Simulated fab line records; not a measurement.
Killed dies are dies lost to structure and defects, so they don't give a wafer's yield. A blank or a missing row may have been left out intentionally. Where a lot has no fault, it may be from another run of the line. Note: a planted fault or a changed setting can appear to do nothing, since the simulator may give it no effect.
Split-lot experiment / flow sfq line / route with 325 steps; 5 lots, 23 wafers read

THE SPLIT
At SFQ_TRILAYER_I4_VIA_LITHO_COAT_103 (resist thk 650 nm), the setting resist thk nm was moved away from the recipe's 650 nm on 9 of the 23 wafers read, by -5.9% to -2.1%. All remaining wafers had this setting at the recipe value.

FROM SPLIT TO READING: 1 step shown by the file between the two
- SFQ_TRILAYER_I4_VIA_BARC_OPEN_VIA_ETCH_146: etches BARC in O2, target depth 125 nm, time 41.7 s (also split here: time s)

THE READING
KrF_of_TRILAYER_I4_VIA_LITHO_COAT_103.thk nm (the simulator's own value, which no gauge read), in nm, at SFQ_TRILAYER_I4_VIA_ETCH_VIA_ETCH_106 (etches SiO2 in CHF3, stops on Nb, target depth 260 nm). The file does not state a usual value for it. Across the 14 wafers here that went through the recipe, the average is 527.6 nm and the standard deviation 3.2 nm.

wafer=L074.2; tool, chamber at the split=litho track-04, 0; resist thk nm as run, nm=650; against the recipe=recipe; KrF_of_TRILAYER_I4_VIA_LITHO_COAT_103.thk nm, nm=526.3; against lot-mates on the recipe=-
wafer=L074.3; tool, chamber at the split=litho track-04, 0; resist thk nm as run, nm=650; against the recipe=recipe; KrF_of_TRILAYER_I4_VIA_LITHO_COAT_103.thk nm, nm=526.1; against lot-mates on the recipe=-
wafer=L074.4; tool, chamber at the split=litho track-04, 0; resist thk nm as run, nm=650; against the recipe=recipe; KrF_of_TRILAYER_I4_VIA_LITHO_COAT_103.thk nm, nm=528.5; against lot-mates on the recipe=-
wafer=L074.5; tool, chamber at the split=litho track-04, 0; resist thk nm as run, nm=621.4; against the recipe=-4.4%; KrF_of_TRILAYER_I4_VIA_LITHO_COAT_103.thk nm, nm=500.2; against lot-mates on the recipe=-26.8
wafer=L074.6; tool, chamber at the split=litho track-04, 0; resist thk nm as run, nm=621.4; against the recipe=-4.4%; KrF_of_TRILAYER_I4_VIA_LITHO_COAT_103.thk nm, nm=497.6; against lot-mates on the recipe=-29.4
wafer=L078.1; tool, chamber at the split=litho track-04, 0; resist thk nm as run, nm=611.9; against the recipe=-5.9%; KrF_of_TRILAYER_I4_VIA_LITHO_COAT_103.thk nm, nm=490.2; against lot-mates on the recipe=-36.6
wafer=L078.3; tool, chamber at the split=litho track-04, 0; resist thk nm as run, nm=650; against the recipe=recipe; KrF_of_TRILAYER_I4_VIA_LITHO_COAT_103.thk nm, nm=527.3; against lot-mates on the recipe=-
wafer=L078.4; tool, chamber at the split=litho track-04, 0; resist thk nm as run, nm=611.9; against the recipe=-5.9%; KrF_of_TRILAYER_I4_VIA_LITHO_COAT_103.thk nm, nm=497.2; against lot-mates on the recipe=-29.6
wafer=L078.5; tool, chamber at the split=litho track-04, 0; resist thk nm as run, nm=650; against the recipe=recipe; KrF_of_TRILAYER_I4_VIA_LITHO_COAT_103.thk nm, nm=528.7; against lot-mates on the recipe=-
wafer=L078.6; tool, chamber at the split=litho track-04, 0; resist thk nm as run, nm=650; against the recipe=recipe; KrF_of_TRILAYER_I4_VIA_LITHO_COAT_103.thk nm, nm=524.4; against lot-mates on the recipe=-
wafer=L079.1; tool, chamber at the split=litho track-03, 0; resist thk nm as run, nm=636.2; against the recipe=-2.1%; KrF_of_TRILAYER_I4_VIA_LITHO_COAT_103.thk nm, nm=513.1; against lot-mates on the recipe=-12.8
wafer=L079.2; tool, chamber at the split=litho track-03, 0; resist thk nm as run, nm=650; against the recipe=recipe; KrF_of_TRILAYER_I4_VIA_LITHO_COAT_103.thk nm, nm=528.9; against lot-mates on the recipe=-
wafer=L079.3; tool, chamber at the split=litho track-03, 0; resist thk nm as run, nm=636.2; against the recipe=-2.1%; KrF_of_TRILAYER_I4_VIA_LITHO_COAT_103.thk nm, nm=509; against lot-mates on the recipe=-16.9
wafer=L079.5; tool, chamber at the split=litho track-03, 0; resist thk nm as run, nm=650; against the recipe=recipe; KrF_of_TRILAYER_I4_VIA_LITHO_COAT_103.thk nm, nm=527.1; against lot-mates on the recipe=-
wafer=L079.6; tool, chamber at the split=litho track-03, 0; resist thk nm as run, nm=650; against the recipe=recipe; KrF_of_TRILAYER_I4_VIA_LITHO_COAT_103.thk nm, nm=521.6; against lot-mates on the recipe=-
wafer=L081.2; tool, chamber at the split=litho track-03, 0; resist thk nm as run, nm=650; against the recipe=recipe; KrF_of_TRILAYER_I4_VIA_LITHO_COAT_103.thk nm, nm=525.6; against lot-mates on the recipe=-
wafer=L081.3; tool, chamber at the split=litho track-03, 0; resist thk nm as run, nm=650; against the recipe=recipe; KrF_of_TRILAYER_I4_VIA_LITHO_COAT_103.thk nm, nm=525.9; against lot-mates on the recipe=-
wafer=L081.6; tool, chamber at the split=litho track-03, 0; resist thk nm as run, nm=650; against the recipe=recipe; KrF_of_TRILAYER_I4_VIA_LITHO_COAT_103.thk nm, nm=528.3; against lot-mates on the recipe=-
wafer=L084.1; tool, chamber at the split=litho track-01, 0; resist thk nm as run, nm=628.7; against the recipe=-3.3%; KrF_of_TRILAYER_I4_VIA_LITHO_COAT_103.thk nm, nm=505.3; against lot-mates on the recipe=-28.6
wafer=L084.2; tool, chamber at the split=litho track-01, 0; resist thk nm as run, nm=628.7; against the recipe=-3.3%; KrF_of_TRILAYER_I4_VIA_LITHO_COAT_103.thk nm, nm=503.6; against lot-mates on the recipe=-30.3
wafer=L084.3; tool, chamber at the split=litho track-01, 0; resist thk nm as run, nm=628.7; against the recipe=-3.3%; KrF_of_TRILAYER_I4_VIA_LITHO_COAT_103.thk nm, nm=512.9; against lot-mates on the recipe=-21.0
wafer=L084.4; tool, chamber at the split=litho track-01, 0; resist thk nm as run, nm=650; against the recipe=recipe; KrF_of_TRILAYER_I4_VIA_LITHO_COAT_103.thk nm, nm=535.2; against lot-mates on the recipe=-
wafer=L084.5; tool, chamber at the split=litho track-01, 0; resist thk nm as run, nm=650; against the recipe=recipe; KrF_of_TRILAYER_I4_VIA_LITHO_COAT_103.thk nm, nm=532.6; against lot-mates on the recipe=-

FIT RESULTS
A straight line over all 23 wafers: KrF_of_TRILAYER_I4_VIA_LITHO_COAT_103.thk nm changes by +6.11 nm for each +1% of resist thk nm; r = +0.96; the points scatter about the line by 3.6 nm.
The same after taking each lot's own level away (the mean of its wafers on the recipe; 23 wafers): +6.32 nm for each +1%; r = +0.97; scatter 3.6 nm.
On that fit, the largest move of resist thk nm shifts the reading by 37 nm.
The span of the lots' own levels, 525.87 to 533.90 nm, comes to 2.5 times the standard deviation stated above.
Consequently the slope shifts little with the lot-to-lot level, the two slopes agreeing.
Check: -38 nm against its lot-mates is what the line predicts for one of the wafers moved furthest among these (-5.9%) when that wafer is left out of the fit. It came out at -36.6 nm against them.

ADDITIONAL SPLITS CARRIED BY THESE WAFERS
Before the reading, these wafers also passed through other splits. Each is held against what the fit with the lots' levels taken away leaves over:
other split on the same wafers=SFQ_TRILAYER_M2_LITHO_COAT_062 resist thk nm; wafers away from the commonest value=5; r with KrF_of_TRILAYER_I4_VIA_LITHO_COAT_103.thk nm (lot level and that fit taken away)=+0.12
other split on the same wafers=SFQ_TRILAYER_M3_DEP_SPUTTER_073 power w; wafers away from the commonest value=9; r with KrF_of_TRILAYER_I4_VIA_LITHO_COAT_103.thk nm (lot level and that fit taken away)=+0.12
other split on the same wafers=SFQ_TRILAYER_M3_BARC_OPEN_METAL_ETCH_100 time s; wafers away from the commonest value=10; r with KrF_of_TRILAYER_I4_VIA_LITHO_COAT_103.thk nm (lot level and that fit taken away)=-0.51
other split on the same wafers=SFQ_TRILAYER_I3_VIA_LITHO_PEB_088 peb temp c; wafers away from the commonest value=5; r with KrF_of_TRILAYER_I4_VIA_LITHO_COAT_103.thk nm (lot level and that fit taken away)=+0.16
other split on the same wafers=SFQ_TRILAYER_I3_VIA_ETCH_VIA_ETCH_088 source w; wafers away from the commonest value=10; r with KrF_of_TRILAYER_I4_VIA_LITHO_COAT_103.thk nm (lot level and that fit taken away)=-0.20
other split on the same wafers=SFQ_TRILAYER_M4_ETCH_METAL_ETCH_096 time s; wafers away from the commonest value=7; r with KrF_of_TRILAYER_I4_VIA_LITHO_COAT_103.thk nm (lot level and that fit taken away)=-0.20
other split on the same wafers=SFQ_TRILAYER_I4_VIA_BARC_OPEN_VIA_ETCH_146 time s; wafers away from the commonest value=7; r with KrF_of_TRILAYER_I4_VIA_LITHO_COAT_103.thk nm (lot level and that fit taken away)=-0.33

THE WHOLE CHAIN: every reading that the file lists as answering this split, in the file's order
step=SFQ_TRILAYER_I4_VIA_LITHO_COAT_103; what it does=resist thk 650 nm; reading=KrF_of_TRILAYER_I4_VIA_LITHO_COAT_103.thk nm (the simulator's own value, which no gauge read); change (the file's fit)=+6.38 nm for each +1% of the setting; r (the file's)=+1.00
step=SFQ_TRILAYER_I4_VIA_ETCH_VIA_ETCH_106; what it does=etches SiO2 in CHF3, stops on Nb, target depth 260 nm; reading=KrF_of_TRILAYER_I4_VIA_LITHO_COAT_103.thk nm (the simulator's own value, which no gauge read); change (the file's fit)=+6.33 nm for each +1% of the setting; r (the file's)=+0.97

THE FILE'S OWN FIT
KrF_of_TRILAYER_I4_VIA_LITHO_COAT_103.thk nm changes by +6.33 nm for each +1% of resist thk nm, r = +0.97.
